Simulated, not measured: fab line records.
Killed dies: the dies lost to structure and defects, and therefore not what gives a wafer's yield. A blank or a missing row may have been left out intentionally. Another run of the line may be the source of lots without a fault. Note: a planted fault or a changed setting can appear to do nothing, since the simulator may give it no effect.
fab line records	flow sky130
[record] lots = 12	wafers = 36	last_day = 50
route steps=708 shown SD_P@331 RES_XHIGH@360 LI_CONTACT@362 PAD_OPEN@708
lots that met no fault: taken from a fault-free run of the same line
start_h: start of the lot's first displayed wafer, in hours after the record's first day	wait_h: hours elapsed since this lot's preceding step	" unchanged from the row above	L1.1+2: a single row standing in for several wafers	- no value, or no start was given	* or withheld: withheld	< > ~ a bound
route shown NAME@n: names a module that has steps shown in the file, with the first one's number in the route	usual: the fault-free wafers' mean and standard deviation	same: alike in all rows	chamber/n: place in a boat	sites: readings site by site	_std_site: the standard deviation of these	_edge_site: inner sites' mean taken away from outer sites' mean	radius_mm: for every site, how far away it sits from the centre of the wafer	mask NAME#n: copy n	behind: tool/chamber where the wafer was last shaped	hold: why the lot was held/for how many hours/how that ended	device: whichever transistor did not switch (one of n, p or np)	end of line: the route-end tests of the same wafers	for a step that has no rows: nothing shown but its recipe	killed: at the first sort, the dies lost to defects and structure; wafer yield is something else	map: per-die view of a wafer (x killed, . not killed, _ where there is no die)
set.NAME: setting as actually run; set.NAME@STEP: the setting as run at that earlier step	model.NAME: the simulator's own value behind a step, which no gauge read
a sample of lots followed through the steps of the route, with each step as a table and each wafer as a row
services: the hour from which a tool's chamber was out of use, counted from the record's first day as start_h (under 0 if before that day), plus the number of hours and why
[[steps]]
[step SKY_SD_P_TW_MEAS_11]
[usual] SD_P_TW = 2822/21
lot.wafer	tool	chamber	start_h	wait_h	SD_P_TW
L769.2	film_metro-01	-	594.13	0.1	2829
L769.3	"	-	"	"	2835
L769.5	"	-	"	"	2847
L770.2	film_metro-02	-	605.83	0.1	2839
L770.3	"	-	"	"	2848
L770.4	"	-	"	"	2857
L771.1	film_metro-01	-	614.40	0.1	2823
L771.5	"	-	"	"	2830
L771.6	"	-	"	"	2821
L773.3	film_metro-01	-	627.54	0.1	2818
L773.4	"	-	"	"	2828
L773.6	"	-	"	"	2816
L774.1	film_metro-02	-	665.35	0.1	2816
L774.2	"	-	"	"	2835
L774.4	"	-	"	"	2828
L775.2	film_metro-03	-	665.51	0.1	2776
L775.4	"	-	"	"	2789
L775.5	"	-	"	"	2800
L777.4	film_metro-02	-	666.83	0.1	2839
L777.5	"	-	"	"	2821
L777.6	"	-	"	"	2823
L778.3	film_metro-02	-	667.72	0.1	2794
L778.5	"	-	"	"	2822
L778.6	"	-	"	"	2815
L782.4	film_metro-03	-	700.65	0.1	2801
L782.5	"	-	"	"	2797
L782.6	"	-	"	"	2808
L784.1	film_metro-01	-	717.37	0.1	2814
L784.2	"	-	"	"	2829
L784.5	"	-	"	"	2835
L787.2	film_metro-01	-	735.98	0.1	2826
L787.5	"	-	"	"	2826
L787.6	"	-	"	"	2830
L790.2	film_metro-01	-	761.21	0.1	2849
L790.3	"	-	"	"	2837
L790.6	"	-	"	"	2842
[step SKY_SD_N_RS_MEAS_18]
[recipe] thk_meas_gauge = four-point-probe
[usual] RES_XHIGH_RS = 337.0/1.2
lot.wafer	tool	chamber	start_h	wait_h	RES_XHIGH_RS[ohm/sq]
L769.2	film_metro-01	-	652.79	0.1	336.9
L769.3	"	-	"	"	338.5
L769.5	"	-	"	"	336.6
L770.2	film_metro-03	-	662.65	0.1	333.6
L770.3	"	-	"	"	335.3
L770.4	"	-	"	"	336.3
L771.1	film_metro-02	-	673.02	0.1	337.1
L771.5	"	-	"	"	338.0
L771.6	"	-	"	"	335.8
L773.3	film_metro-03	-	685.16	0.1	335.6
L773.4	"	-	"	"	336.0
L773.6	"	-	"	"	334.8
L774.1	film_metro-02	-	722.28	0.1	339.6
L774.2	"	-	"	"	339.0
L774.4	"	-	"	"	339.8
L775.2	film_metro-01	-	723.19	0.1	335.7
L775.4	"	-	"	"	335.2
L775.5	"	-	"	"	334.9
L777.4	film_metro-01	-	724.04	0.1	337.9
L777.5	"	-	"	"	338.4
L777.6	"	-	"	"	337.8
L778.3	film_metro-02	-	725.26	0.1	336.9
L778.5	"	-	"	"	335.5
L778.6	"	-	"	"	335.8
L782.4	film_metro-01	-	755.49	0.1	336.3
L782.5	"	-	"	"	337.2
L782.6	"	-	"	"	337.0
L784.1	film_metro-01	-	772.08	0.1	336.1
L784.2	"	-	"	"	337.3
L784.5	"	-	"	"	335.8
L787.2	film_metro-01	-	789.80	0.1	336.6
L787.5	"	-	"	"	336.5
L787.6	"	-	"	"	336.5
L790.2	film_metro-02	-	816.05	0.1	338.1
L790.3	"	-	"	"	338.1
L790.6	"	-	"	"	338.7
[step SKY_LI_CONTACT_HDPCVD_00]
[recipe] material = PSG	target_thk_nm = 930	sigma_open_frac = 0.3	time_s = 155	temp_c = 600	sih4_flow_sccm = 60	pressure_mtorr = 6
[usual] run_length_s = 182.7/0.58
lot.wafer	tool	chamber	start_h	wait_h	run_length_s
L769.2	hdpcvd-01	1	652.91	0.0	182.5
L769.3	"	2	"	"	183.0
L769.5	"	0	"	"	182.7
L770.2	hdpcvd-01	1	662.76	0.0	182.6
L770.3	"	0	"	"	182.4
L770.4	"	0	"	"	182.5
L771.1	hdpcvd-02	1	673.16	0.0	183.8
L771.5	"	1	"	"	183.8
L771.6	"	0	"	"	182.4
L773.3	hdpcvd-01	1	685.26	0.0	182.1
L773.4	"	0	"	"	182.9
L773.6	"	2	"	"	182.7
L774.1	hdpcvd-02	0	722.41	0.0	181.8
L774.2	"	2	"	"	183.2
L774.4	"	2	"	"	183.4
L775.2	hdpcvd-01	1	723.31	0.0	182.1
L775.4	"	1	"	"	182.5
L775.5	"	2	"	"	182.8
L777.4	hdpcvd-01	2	724.17	0.1	183.0
L777.5	"	0	"	"	183.6
L777.6	"	1	"	"	182.5
L778.3	hdpcvd-01	2	725.36	0.0	182.8
L778.5	"	0	"	"	182.7
L778.6	"	1	"	"	183.0
L782.4	hdpcvd-02	0	755.61	0.1	181.6
L782.5	"	2	"	"	183.8
L782.6	"	1	"	"	183.3
L784.1	hdpcvd-02	1	772.21	0.0	148.4
L784.2	"	2	"	"	148.0
L784.5	"	2	"	"	148.2
L787.2	hdpcvd-02	2	789.91	0.0	147.9
L787.5	"	2	"	"	148.5
L787.6	"	0	"	"	147.2
L790.2	hdpcvd-01	0	816.17	0.0	182.9
L790.3	"	2	"	"	182.5
L790.6	"	0	"	"	182.6
[step SKY_LI_CONTACT_THK_MEAS_01]
[recipe] reads = PSG_of_LI_CONTACT_HDPCVD_00
[usual] LI_CONTACT_HDPCVD_THK = 938/9.5
lot.wafer	tool	chamber	start_h	wait_h	LI_CONTACT_HDPCVD_THK[nm]
L769.2	film_metro-03	-	653.02	0.1	938
L769.3	"	-	"	"	942
L769.5	"	-	"	"	938
L770.2	film_metro-01	-	662.88	0.1	934
L770.3	"	-	"	"	921
L770.4	"	-	"	"	930
L771.1	film_metro-01	-	673.26	0.1	949
L771.5	"	-	"	"	926
L771.6	"	-	"	"	937
L773.3	film_metro-01	-	685.38	0.1	928
L773.4	"	-	"	"	924
L773.6	"	-	"	"	923
L774.1	film_metro-01	-	722.52	0.1	937
L774.2	"	-	"	"	936
L774.4	"	-	"	"	942
L775.2	film_metro-01	-	723.42	0.1	944
L775.4	"	-	"	"	944
L775.5	"	-	"	"	925
L777.4	film_metro-01	-	724.25	0.0	923
L777.5	"	-	"	"	939
L777.6	"	-	"	"	930
L778.3	film_metro-03	-	725.48	0.1	941
L778.5	"	-	"	"	942
L778.6	"	-	"	"	938
L782.4	film_metro-03	-	755.70	0.0	926
L782.5	"	-	"	"	923
L782.6	"	-	"	"	923
L784.1	film_metro-02	-	772.32	0.1	734
L784.2	"	-	"	"	741
L784.5	"	-	"	"	747
L787.2	film_metro-03	-	790.02	0.1	723
L787.5	"	-	"	"	705
L787.6	"	-	"	"	731
L790.2	film_metro-03	-	816.28	0.1	934
L790.3	"	-	"	"	935
L790.6	"	-	"	"	943
[step SKY_LI_CONTACT_CMP_02]
[recipe] material = PSG	down_force_psi = 4	platen_rpm = 60	pad_velocity_m_s = 0.94248
[usual] head_pressure_psi = 3.999/0.0096	motor_current_A = 11.6/1	slurry_flow_ml_min = 150.0/0.5	time_to_endpoint_s = 32.0/2.7
lot.wafer	tool	chamber	start_h	wait_h	head_pressure_psi	motor_current_A	slurry_flow_ml_min	time_to_endpoint_s
L769.2	cmp-01	1	653.12	0.1	3.988	10.4	150.0	31.5
L769.3	"	2	"	"	4.011	12.2	150.3	31.9
L769.5	"	0	"	"	4.016	12.0	150.8	32.4
L770.3	cmp-02	2	662.93	0.0	3.994	10.1	149.6	30.2
L770.4	"	3	"	"	4.002	12.6	148.9	31.0
L770.2	"	0	"	"	3.983	11.4	149.4	34.7
L771.1	cmp-02	2	673.32	0.1	3.990	10.6	150.2	33.4
L771.5	"	2	"	"	4.009	10.8	150.4	33.2
L771.6	"	3	"	"	3.997	12.6	151.4	32.8
L773.3	cmp-02	1	685.52	0.1	3.984	9.9	150.4	32.0
L773.4	"	2	"	"	4.004	10.7	149.4	31.6
L773.6	"	0	"	"	3.996	11.7	150.3	31.6
L774.1	cmp-02	0	722.63	0.1	4.005	11.6	149.4	34.5
L774.4	"	1	"	"	4.000	10.5	149.8	36.9
L774.2	"	2	"	"	4.001	11.0	149.9	33.7
L775.2	cmp-02	1	723.47	0.0	4.011	10.4	150.4	34.3
L775.4	"	0	"	"	4.004	11.3	150.2	33.3
L775.5	"	2	"	"	3.978	11.0	149.8	31.2
L777.4	cmp-02	3	724.33	0.1	3.996	12.4	150.2	30.5
L777.5	"	2	"	"	4.014	10.0	149.1	29.2
L777.6	"	3	"	"	3.996	13.1	150.3	29.8
L778.3	cmp-02	2	725.86	0.4	3.995	10.6	150.4	33.7
L778.6	"	1	"	"	3.993	10.5	150.2	33.4
L778.5	"	2	"	"	3.984	10.9	151.0	33.2
L782.4	cmp-01	0	755.73	0.0	4.004	12.0	150.0	30.6
L782.6	"	0	"	"	3.993	11.9	149.2	32.2
L782.5	"	1	"	"	4.023	10.7	150.2	28.2
L784.1	cmp-01	3	772.43	0.1	4.001	12.3	150.1	14.0
L784.2	"	1	"	"	3.995	10.7	149.5	12.8
L784.5	"	3	"	"	3.983	12.6	150.4	14.3
L787.2	cmp-01	1	790.12	0.1	4.012	10.1	150.5	6.1
L787.6	"	0	"	"	3.997	12.6	151.2	10.0
L787.5	"	1	"	"	3.997	10.7	149.6	7.3
L790.2	cmp-01	1	816.33	0.0	3.999	10.3	149.8	29.0
L790.3	"	0	"	"	4.006	11.8	149.8	29.6
L790.6	"	2	"	"	4.007	12.2	150.5	30.8
[step SKY_LI_CONTACT_CD_MEAS_12]
[recipe] target_cd_nm = 170
[usual] cd_nm = 169.9/1.4
lot.wafer	tool	chamber	start_h	wait_h	cd_nm
L769.2	cd_sem-01	-	681.26	-	169.5
L769.3	"	-	"	"	170.9
L769.5	"	-	"	"	170.2
L770.2	cd_sem-02	-	691.01	-	171.1
L770.3	"	-	"	"	170.6
L770.4	"	-	"	"	169.7
L771.1	cd_sem-02	-	701.57	-	172.1
L771.5	"	-	"	"	171.8
L771.6	"	-	"	"	171.4
L773.3	cd_sem-02	-	713.66	-	170.0
L773.4	"	-	"	"	169.7
L773.6	"	-	"	"	169.4
L774.1	cd_sem-01	-	749.49	-	173.5
L774.2	"	-	"	"	173.2
L774.4	"	-	"	"	172.0
L775.2	cd_sem-01	-	750.41	-	174.0
L775.4	"	-	"	"	171.6
L775.5	"	-	"	"	171.0
L777.4	cd_sem-01	-	751.85	-	172.2
L777.5	"	-	"	"	172.0
L777.6	"	-	"	"	170.6
L778.3	cd_sem-01	-	753.08	-	170.5
L778.5	"	-	"	"	168.6
L778.6	"	-	"	"	170.8
L782.4	cd_sem-01	-	783.93	-	166.9
L782.5	"	-	"	"	168.9
L782.6	"	-	"	"	168.8
L784.1	cd_sem-01	-	799.14	-	168.9
L784.2	"	-	"	"	168.2
L784.5	"	-	"	"	169.2
L787.2	cd_sem-02	-	817.48	-	170.7
L787.5	"	-	"	"	171.6
L787.6	"	-	"	"	171.7
L790.2	cd_sem-02	-	843.54	-	169.0
L790.3	"	-	"	"	169.4
L790.6	"	-	"	"	168.7
[step SKY_PAD_OPEN_PROBE_99]
[usual] killed_at_M0_to_M3 = 44/7.1	killed_at_M4_up = 3.1/1.9	killed_at_contacts = 25/5.8	killed_at_front_end = 16/4.5	killed_at_other = 0.3/0.52	killed_dies = 88/9.1	killed_open = 48/6.8	killed_short = 39/5.8
[same] gross_dies = 492	killed_at_back_side = 0
lot.wafer	tool	chamber	start_h	wait_h	killed_at_M0_to_M3	killed_at_M4_up	killed_at_contacts	killed_at_front_end	killed_at_other	killed_dies	killed_open	killed_short
L769.2	prober-02	-	1080.11	0.1	40	3	31	23	0	97	60	36
L769.3	prober-02	-	1080.16	0.2	44	6	20	13	1	84	51	33
L769.5	prober-02	-	1080.26	0.2	44	3	21	19	0	87	45	42
L770.2	prober-01	-	1089.96	0.1	40	2	27	16	0	85	52	33
L770.3	prober-01	-	1090.01	0.2	56	3	23	14	0	96	59	37
L770.4	prober-01	-	1090.06	0.2	40	2	24	15	0	81	33	47
L771.1	prober-02	-	1097.47	0.1	54	2	19	16	1	92	50	42
L771.5	prober-02	-	1097.67	0.2	45	9	32	16	0	102	51	51
L771.6	prober-02	-	1097.72	0.2	38	2	21	28	0	89	44	44
L773.3	prober-02	-	1104.96	0.2	56	3	26	17	0	102	60	42
L773.4	prober-02	-	1105.01	0.2	43	2	24	19	0	88	46	40
L773.6	prober-02	-	1105.11	0.2	39	2	33	21	0	95	48	46
L774.1	prober-01	-	1132.15	0.1	45	1	34	10	0	90	49	41
L774.2	prober-01	-	1132.20	0.1	52	2	22	19	1	96	53	43
L774.4	prober-01	-	1132.30	0.2	45	1	26	19	0	91	48	43
L775.2	prober-02	-	1135.57	0.1	38	6	24	19	1	88	51	36
L775.4	prober-02	-	1135.67	0.2	50	4	37	17	1	109	66	42
L775.5	prober-02	-	1135.72	0.2	48	5	28	11	1	93	48	44
L777.4	prober-01	-	1137.17	0.2	51	3	22	11	0	87	45	41
L777.5	prober-01	-	1137.22	0.2	47	3	28	20	1	99	61	38
L777.6	prober-01	-	1137.27	0.2	61	2	24	14	1	102	54	48
L778.3	prober-01	-	1139.40	0.2	47	0	25	18	0	90	50	40
L778.5	prober-01	-	1139.50	0.2	40	1	20	15	0	76	41	35
L778.6	prober-01	-	1139.55	0.2	37	2	27	12	0	78	47	31
L782.4	prober-02	-	1157.81	0.2	37	2	36	12	1	88	48	39
L782.5	prober-02	-	1157.86	0.2	39	3	22	12	0	76	43	33
L782.6	prober-02	-	1157.91	0.2	51	2	17	20	0	90	43	47
L784.1	prober-01	-	1168.23	0.1	38	2	26	22	0	88	49	39
L784.2	prober-01	-	1168.28	0.1	42	1	31	11	1	86	52	33
L784.5	prober-01	-	1168.43	0.2	43	5	18	12	1	79	35	43
L787.2	prober-02	-	1178.21	0.1	38	4	30	9	0	81	47	34
L787.5	prober-02	-	1178.36	0.2	34	4	16	15	0	69	36	33
L787.6	prober-02	-	1178.41	0.2	47	3	28	13	0	91	47	44
L790.2	prober-01	-	1196.07	0.1	45	1	27	14	0	87	54	33
L790.3	prober-01	-	1196.12	0.2	48	3	21	18	0	90	41	49
L790.6	prober-01	-	1196.27	0.2	50	5	23	18	0	96	54	42
// killed by level:class
L769.2 CONTACT:geometric_particle:open=16 VIA1:geometric_particle:open=11 VIA3:geometric_particle:open=8 LI_CONTACT:geometric_particle:open=7 FIELD_ISO:geometric_particle:open=6 FIELD_ISO:geometric_particle:short=6 LOCAL_INTERCONNECT:geometric_particle:short=6 METAL1:geometric_particle:short=5
L769.3 VIA1:geometric_particle:open=14 VIA3:geometric_particle:open=9 CONTACT:geometric_particle:open=8 METAL1:geometric_particle:short=6 LI_CONTACT:geometric_particle:open=5 METAL4:geometric_particle:short=5 FIELD_ISO:geometric_particle:open=4 METAL2:geometric_particle:short=4
L769.5 VIA3:geometric_particle:open=12 VIA1:geometric_particle:open=8 POLY_GATE:geometric_particle:short=7 CONTACT:geometric_particle:open=6 METAL2:geometric_particle:short=6 FIELD_ISO:geometric_particle:open=4 LI_CONTACT:geometric_particle:short=4 CONTACT:geometric_particle:short=4
L770.2 CONTACT:geometric_particle:open=11 VIA1:geometric_particle:open=9 LI_CONTACT:geometric_particle:open=7 METAL3:geometric_particle:short=7 POLY_GATE:geometric_particle:open=6 VIA2:geometric_particle:open=5 METAL1:geometric_particle:short=5 VIA1:geometric_particle:short=5
L770.3 VIA2:geometric_particle:open=16 CONTACT:geometric_particle:open=11 VIA1:geometric_particle:open=9 METAL1:geometric_particle:short=8 LI_CONTACT:geometric_particle:open=7 POLY_GATE:geometric_particle:open=6 METAL3:geometric_particle:short=6 VIA2:geometric_particle:short=5
L770.4 CONTACT:geometric_particle:open=7 CONTACT:geometric_particle:short=7 VIA3:geometric_particle:open=6 LI_CONTACT:geometric_particle:open=5 VIA2:geometric_particle:short=5 METAL2:geometric_particle:open=5 POLY_GATE:geometric_particle:short=4 SPACER:geometric_particle:short=4
L771.1 VIA1:geometric_particle:open=16 VIA1:geometric_particle:short=8 VIA2:geometric_particle:open=8 METAL1:geometric_particle:short=7 VIA3:geometric_particle:open=7 FIELD_ISO:geometric_particle:short=6 CONTACT:geometric_particle:open=6 LI_CONTACT:geometric_particle:open=5
L771.5 LI_CONTACT:geometric_particle:open=10 CONTACT:geometric_particle:open=9 LOCAL_INTERCONNECT:geometric_particle:short=7 VIA1:geometric_particle:short=7 VIA1:geometric_particle:open=6 FIELD_ISO:geometric_particle:short=5 VIA2:geometric_particle:short=5 METAL1:geometric_particle:short=5
L771.6 FIELD_ISO:geometric_particle:short=11 FIELD_ISO:geometric_particle:open=8 METAL1:geometric_particle:short=8 LI_CONTACT:geometric_particle:open=7 VIA1:geometric_particle:open=7 VIA2:geometric_particle:open=6 LI_CONTACT:geometric_particle:short=5 METAL2:geometric_particle:open=5
L773.3 VIA1:geometric_particle:open=22 VIA2:geometric_particle:open=10 LI_CONTACT:geometric_particle:open=6 CONTACT:geometric_particle:open=6 CONTACT:geometric_particle:short=6 VIA1:geometric_particle:short=5 FIELD_ISO:geometric_particle:short=4 POLY_GATE:geometric_particle:open=4
L773.4 CONTACT:geometric_particle:open=8 VIA1:geometric_particle:open=8 LI_CONTACT:geometric_particle:open=7 POLY_GATE:geometric_particle:open=6 METAL2:geometric_particle:short=6 VIA3:geometric_particle:open=5 LOCAL_INTERCONNECT:geometric_particle:short=5 VIA1:geometric_particle:short=5
L773.6 VIA1:geometric_particle:open=11 LI_CONTACT:geometric_particle:open=9 CONTACT:geometric_particle:short=9 CONTACT:geometric_particle:open=8 LI_CONTACT:geometric_particle:short=6 POLY_GATE:geometric_particle:open=5 VIA1:geometric_particle:short=5 VIA3:geometric_particle:open=5
L774.1 LI_CONTACT:geometric_particle:open=11 CONTACT:geometric_particle:open=10 VIA2:geometric_particle:open=9 VIA1:geometric_particle:open=8 VIA1:geometric_particle:short=7 POLY_GATE:geometric_particle:open=4 LI_CONTACT:geometric_particle:short=4 LOCAL_INTERCONNECT:geometric_particle:short=4
L774.2 VIA1:geometric_particle:open=15 CONTACT:geometric_particle:open=12 POLY_GATE:geometric_particle:open=7 POLY_GATE:geometric_particle:short=7 METAL1:geometric_particle:short=7 VIA2:geometric_particle:short=5 VIA2:geometric_particle:open=5 VIA1:geometric_particle:short=4
L774.4 CONTACT:geometric_particle:open=14 VIA1:geometric_particle:open=12 METAL1:geometric_particle:short=8 VIA1:geometric_particle:short=8 POLY_GATE:geometric_particle:short=6 CONTACT:geometric_particle:short=5 METAL2:geometric_particle:short=5 FIELD_ISO:geometric_particle:open=4
L775.2 LI_CONTACT:geometric_particle:open=8 CONTACT:geometric_particle:open=8 VIA1:geometric_particle:open=8 VIA3:geometric_particle:open=6 CONTACT:geometric_particle:short=5 METAL2:geometric_particle:open=5 FIELD_ISO:geometric_particle:short=4 FIELD_ISO:geometric_particle:open=4
L775.4 VIA1:geometric_particle:open=14 CONTACT:geometric_particle:open=12 LI_CONTACT:geometric_particle:open=10 VIA3:geometric_particle:open=9 METAL1:geometric_particle:short=7 POLY_GATE:geometric_particle:open=6 CONTACT:geometric_particle:short=5 METAL2:geometric_particle:short=5
L775.5 VIA1:geometric_particle:open=15 LOCAL_INTERCONNECT:geometric_particle:short=9 VIA3:geometric_particle:open=8 CONTACT:geometric_particle:open=7 METAL1:geometric_particle:short=6 FIELD_ISO:geometric_particle:short=4 CONTACT:geometric_particle:short=4 VIA1:geometric_particle:short=4
L777.4 VIA1:geometric_particle:open=14 VIA1:geometric_particle:short=9 LI_CONTACT:geometric_particle:open=8 CONTACT:geometric_particle:open=7 FIELD_ISO:geometric_particle:short=5 VIA2:geometric_particle:open=5 METAL1:geometric_particle:short=4 METAL2:geometric_particle:short=4
L777.5 VIA1:geometric_particle:open=16 CONTACT:geometric_particle:open=10 LI_CONTACT:geometric_particle:open=9 VIA2:geometric_particle:open=8 VIA3:geometric_particle:open=5 METAL1:geometric_particle:short=5 POLY_GATE:geometric_particle:open=4 POLY_GATE:geometric_particle:short=4
L777.6 VIA1:geometric_particle:open=14 VIA3:geometric_particle:open=9 METAL1:geometric_particle:short=8 CONTACT:geometric_particle:short=7 VIA2:geometric_particle:open=7 LI_CONTACT:geometric_particle:open=6 VIA1:geometric_particle:short=6 VIA2:geometric_particle:short=6
L778.3 LI_CONTACT:geometric_particle:open=10 VIA1:geometric_particle:open=10 VIA2:geometric_particle:open=8 METAL2:geometric_particle:short=8 CONTACT:geometric_particle:open=8 FIELD_ISO:geometric_particle:short=6 CONTACT:geometric_particle:short=5 VIA1:geometric_particle:short=5
L778.5 VIA3:geometric_particle:open=9 METAL2:geometric_particle:short=7 POLY_GATE:geometric_particle:short=6 CONTACT:geometric_particle:open=6 VIA1:geometric_particle:open=6 LI_CONTACT:geometric_particle:open=5 METAL1:geometric_particle:short=4 CONTACT:geometric_particle:short=4
L778.6 VIA1:geometric_particle:open=9 LOCAL_INTERCONNECT:geometric_particle:short=8 CONTACT:geometric_particle:open=8 VIA3:geometric_particle:open=8 LI_CONTACT:geometric_particle:open=6 POLY_GATE:geometric_particle:open=5 VIA2:geometric_particle:open=5 CONTACT:geometric_particle:short=4
L782.4 VIA1:geometric_particle:open=14 CONTACT:geometric_particle:open=13 CONTACT:geometric_particle:short=9 LI_CONTACT:geometric_particle:open=6 LOCAL_INTERCONNECT:geometric_particle:short=5 VIA1:geometric_particle:short=5 FIELD_ISO:geometric_particle:short=4 VIA3:geometric_particle:short=4
L782.5 VIA1:geometric_particle:open=14 CONTACT:geometric_particle:open=7 LI_CONTACT:geometric_particle:open=6 VIA3:geometric_particle:open=6 METAL2:geometric_particle:short=4 CONTACT:geometric_particle:short=4 LOCAL_INTERCONNECT:geometric_particle:short=4 VIA2:geometric_particle:open=4
L782.6 VIA1:geometric_particle:open=13 METAL2:geometric_particle:short=10 POLY_GATE:geometric_particle:short=6 VIA1:geometric_particle:short=6 VIA3:geometric_particle:open=6 CONTACT:geometric_particle:open=5 LOCAL_INTERCONNECT:geometric_particle:short=4 FIELD_ISO:geometric_particle:short=3
L784.1 VIA1:geometric_particle:open=10 LOCAL_INTERCONNECT:geometric_particle:short=8 CONTACT:geometric_particle:open=8 FIELD_ISO:geometric_particle:short=7 LI_CONTACT:geometric_particle:open=7 VIA2:geometric_particle:open=6 VIA1:geometric_particle:short=5 POLY_GATE:geometric_particle:open=4
L784.2 VIA1:geometric_particle:open=11 CONTACT:geometric_particle:open=10 VIA2:geometric_particle:open=8 LI_CONTACT:geometric_particle:open=8 CONTACT:geometric_particle:short=5 VIA2:geometric_particle:short=5 METAL3:geometric_particle:short=5 LOCAL_INTERCONNECT:geometric_particle:short=4
L784.5 METAL1:geometric_particle:short=9 VIA1:geometric_particle:open=6 LOCAL_INTERCONNECT:geometric_particle:short=5 VIA3:geometric_particle:open=5 FIELD_ISO:geometric_particle:open=4 FIELD_ISO:geometric_particle:short=4 CONTACT:geometric_particle:short=4 VIA2:geometric_particle:open=4
L787.2 LI_CONTACT:geometric_particle:open=13 VIA1:geometric_particle:open=7 METAL2:geometric_particle:short=7 VIA2:geometric_particle:open=7 LI_CONTACT:geometric_particle:short=5 CONTACT:geometric_particle:open=5 METAL1:geometric_particle:short=5 LOCAL_INTERCONNECT:geometric_particle:short=4
L787.5 METAL1:geometric_particle:short=8 LI_CONTACT:geometric_particle:open=7 VIA2:geometric_particle:open=7 VIA1:geometric_particle:open=6 FIELD_ISO:geometric_particle:open=4 POLY_GATE:geometric_particle:short=4 LI_CONTACT:geometric_particle:short=4 VIA1:geometric_particle:short=4
L787.6 LI_CONTACT:geometric_particle:open=12 CONTACT:geometric_particle:open=8 VIA3:geometric_particle:open=8 VIA2:geometric_particle:open=7 VIA3:geometric_particle:short=5 METAL1:geometric_particle:short=5 VIA1:geometric_particle:short=5 METAL2:geometric_particle:short=5
L790.2 VIA1:geometric_particle:open=13 CONTACT:geometric_particle:open=10 VIA3:geometric_particle:open=7 VIA2:geometric_particle:open=7 LOCAL_INTERCONNECT:geometric_particle:short=5 METAL2:geometric_particle:short=5 VIA2:geometric_particle:short=5 LI_CONTACT:geometric_particle:short=4
L790.3 VIA1:geometric_particle:open=11 FIELD_ISO:geometric_particle:short=8 VIA2:geometric_particle:open=8 CONTACT:geometric_particle:open=7 METAL1:geometric_particle:short=7 METAL2:geometric_particle:short=6 LOCAL_INTERCONNECT:geometric_particle:short=5 CONTACT:geometric_particle:short=4
L790.6 VIA1:geometric_particle:open=16 CONTACT:geometric_particle:open=8 LI_CONTACT:geometric_particle:open=7 METAL3:geometric_particle:short=7 FIELD_ISO:geometric_particle:open=6 FIELD_ISO:geometric_particle:short=5 METAL1:geometric_particle:short=5 VIA3:geometric_particle:open=5
[[services]]
tool	chamber	start_h	hours	kind
cmp-02	-	638.90	15.2	pm
hdpcvd-02	-	650.75	15.0	pm
hdpcvd-02	0	650.75	15.0	vent_cycle
hdpcvd-02	1	650.75	15.0	vent_cycle
hdpcvd-02	2	650.75	15.0	vent_cycle
cmp-02	-	654.14	5.7	pm
hdpcvd-02	0	665.75	-	clean
hdpcvd-02	1	665.75	-	clean
hdpcvd-02	2	665.75	-	clean
cmp-01	-	667.76	0.6	repair
cmp-01	-	670.16	4.0	pm
cmp-02	-	677.22	0.2	repair
hdpcvd-02	2	686.48	5.4	repair
cmp-01	-	696.49	5.8	repair
cmp-01	-	722.53	5.2	pm
cmp-02	-	744.00	4.0	pm
cmp-02	-	748.00	-	consumable_replace:conditioner
cmp-02	-	748.00	-	consumable_replace:pad
hdpcvd-01	-	748.36	2.8	pm
cmp-02	-	752.54	1.6	repair
hdpcvd-02	-	765.40	1.0	repair
hdpcvd-01	-	766.99	5.5	pm
cmp-01	-	785.94	0.7	repair
[[key]]
[first_sign] step = SKY_LI_CONTACT_HDPCVD_00	reading = run_length_s	direction = down	sigmas = 60	usual = *	struck = *
[effect] step = SKY_LI_CONTACT_THK_MEAS_01	reading = LI_CONTACT_HDPCVD_THK	direction = down	sigmas = 22	usual = 938	struck = 730
[effect] step = SKY_LI_CONTACT_CMP_02	reading = time_to_endpoint_s	direction = down	sigmas = 7.8	usual = *	struck = *
met_at SKY_LI_CONTACT_HDPCVD_00
struck_lots L784,L787
tester_left_out L784,L787
not_acting_at SKY_SD_P_TW_MEAS_11,SKY_SD_N_RS_MEAS_18,SKY_LI_CONTACT_CD_MEAS_12
onset_between 755.61 772.21
[fault] kind = process_parameter_drift	tool = hdpcvd-02	chamber = -	onset_h = 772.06	steps = SKY_LI_CONTACT_HDPCVD_00	channel = time_s	offset = *	shape = step	end_h = 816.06	acts_in = *	stated = *
// tester_left_out: of these lots the tester's yield and bins aren't shown, on N5 and GAA mostly nor the transistor test; their killed dies are dies lost to structure and defects alone, not to doping, threshold or leakage, so they don't give the yield
